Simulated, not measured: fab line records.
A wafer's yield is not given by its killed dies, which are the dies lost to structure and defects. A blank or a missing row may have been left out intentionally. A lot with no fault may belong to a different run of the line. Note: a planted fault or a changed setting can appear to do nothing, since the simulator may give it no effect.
Which tool was responsible?    flow sky130    11 lots, 33 wafers sampled, at 4 steps of a route of 708

WHAT EACH GAUGE READ, for each wafer
SKY_POLY_GATE_CD_MEAS_13: the cd target is 150 nm.
lot   measured      on         cd-nm (nm)
L542  day 17 15:45  cd-sem-02  153.1 154.3 154.1
L541  day 17 18:11  cd-sem-01  150.4 149.4 149.7
L543  day 17 18:26  cd-sem-01  150.9 151.0 151.6
L544  day 17 22:04  cd-sem-01  149.1 149.1 149.0
L546  day 19 01:00  cd-sem-02  149.5 149.6 149.7
L549  day 19 09:11  cd-sem-02  145.7 145.3 145.9
L550  day 20 02:24  cd-sem-02  152.1 150.7 152.4
L552  day 20 17:36  cd-sem-01  149.3 148.1 149.9
L553  day 21 04:12  cd-sem-01  149.8 150.4 150.1
L562  day 24 10:28  cd-sem-01  148.7 149.6 149.0
L563  day 24 15:33  cd-sem-01  149.1 150.5 150.0

SKY_POLY_GATE_OVL_MEAS_14.
lot   measured      on          POLY_GATE_OVL (nm)
L542  day 17 15:52  overlay-01  -2 -5 0
L541  day 17 18:18  overlay-01  10 -3 1
L543  day 17 18:32  overlay-01  -4 10 7
L544  day 17 22:11  overlay-02  8 7 3
L546  day 19 01:07  overlay-01  5 -2 1
L549  day 19 09:18  overlay-01  3 -3 1
L550  day 20 02:31  overlay-02  -7 4 -7
L552  day 20 17:43  overlay-02  -5 0 2
L553  day 21 04:18  overlay-01  1 1 -4
L562  day 24 10:35  overlay-02  11 2 7
L563  day 24 15:40  overlay-01  9 3 9

TOOL THAT RAN EACH LOT (tool first, then ch and the chambers of the sampled wafers, then the start)
lot   SKY_RES_PROTECT_COAT_02            SKY_RES_PROTECT_STRIP_07
L542  litho-track-03 ch 0, day 15 19:17  plasma-asher-04 ch 0,1, day 16 09:52
L541  litho-track-02 ch 0, day 15 19:28  plasma-asher-04 ch 0,1, day 16 10:08
L543  litho-track-01 ch 0, day 15 21:22  plasma-asher-01 ch 0,1, day 16 11:23
L544  litho-track-02 ch 0, day 15 23:53  plasma-asher-04 ch 0,1, day 16 13:41
L546  litho-track-01 ch 0, day 17 00:25  plasma-asher-02 ch 1, day 17 15:29
L549  litho-track-02 ch 0, day 17 11:01  plasma-asher-04 ch 0,1, day 18 00:58
L550  litho-track-03 ch 0, day 18 02:13  plasma-asher-01 ch 0,1, day 18 18:29
L552  litho-track-02 ch 0, day 18 19:37  plasma-asher-04 ch 0,1, day 19 09:48
L553  litho-track-01 ch 0, day 19 04:53  plasma-asher-02 ch 0,1, day 19 20:17
L562  litho-track-02 ch 0, day 22 11:26  plasma-asher-01 ch 0,1, day 23 03:01
L563  litho-track-02 ch 0, day 22 17:14  plasma-asher-04 ch 0,1, day 23 08:06
- SKY_RES_PROTECT_COAT_02: resist thk 1140 nm.
- SKY_RES_PROTECT_STRIP_07: strips in O2/N2.

WHAT THE TOOLS THEMSELVES READ (means of the sampled wafers that have a number; where no wafer has one, the mark that the record gives instead)
SKY_RES_PROTECT_COAT_02.
lot   tool            dispense-pressure-kPa (kPa)
L542  litho-track-03  46
L541  litho-track-02  51
L543  litho-track-01  55
L544  litho-track-02  51
L546  litho-track-01  55
L549  litho-track-02  51
L550  litho-track-03  46
L552  litho-track-02  51
L553  litho-track-01  55
L562  litho-track-02  51
L563  litho-track-02  51

SKY_RES_PROTECT_STRIP_07.
lot   tool             chamber-pressure-mTorr (mTorr)  drypump-motor-current-A (A)  n2-flow-sccm (sccm)  oes-product-au (a.u.)  strip-time-to-endpoint-s (s)
L542  plasma-asher-04  1500.5                          6.2                          300.4                0.514                  23.29
L541  plasma-asher-04  1498.9                          6.2                          299.4                0.514                  23.33
L543  plasma-asher-01  1500.7                          5.4                          299.8                0.520                  23.29
L544  plasma-asher-04  1498.1                          6.0                          299.9                0.514                  23.28
L546  plasma-asher-02  1498.6                          5.1                          300.4                0.512                  23.33
L549  plasma-asher-04  1499.7                          6.2                          299.8                0.518                  23.35
L550  plasma-asher-01  1499.6                          5.4                          299.2                0.520                  23.39
L552  plasma-asher-04  1501.6                          6.2                          301.2                0.517                  23.36
L553  plasma-asher-02  1500.2                          5.5                          301.0                0.517                  23.37
L562  plasma-asher-01  1499.8                          5.4                          299.5                0.417                  15.91
L563  plasma-asher-04  1499.6                          6.2                          299.9                0.415                  15.90

THE ANSWER, worked out from the rows above alone
Rule: the usual values come from the lots themselves. Put in order of their means at a reading, lots are off if they are a third of the lots or fewer, leave a main group of 4 or more, and stand apart from it by a gap of 3 or more times the standard deviation of the main group's means; of several such gaps the widest counts. A main group is skipped when, at the precision printed for the reading in the tables above, its means are all equal. Also off: a lot with no number at a reading for which 4 or more lots have one. Any other lot the step has rows for is counted as sound. First the gauges in route order, then the tools' own readings, where a lot's mean is used as printed above. The first step at which some lot is off is used, and at that step the reading that is off furthest; a lot without a number counts as furthest.
Off: L562, L563, at SKY_RES_PROTECT_STRIP_07 (strip-time-to-endpoint-s). The main group: mean 23.33 s, standard deviation 0.037.
A tool fits if, at that step or a process step before it, it ran every lot that is off, and no sound lot after the first of them. One fits: litho-track-02 at SKY_RES_PROTECT_COAT_02. Its last sound lot is L552 (day 18 19:37), its first lot that is off L562 (day 22 11:26): a fault that began between those two fits.

WHAT THE SIMULATOR HAD INSERTED
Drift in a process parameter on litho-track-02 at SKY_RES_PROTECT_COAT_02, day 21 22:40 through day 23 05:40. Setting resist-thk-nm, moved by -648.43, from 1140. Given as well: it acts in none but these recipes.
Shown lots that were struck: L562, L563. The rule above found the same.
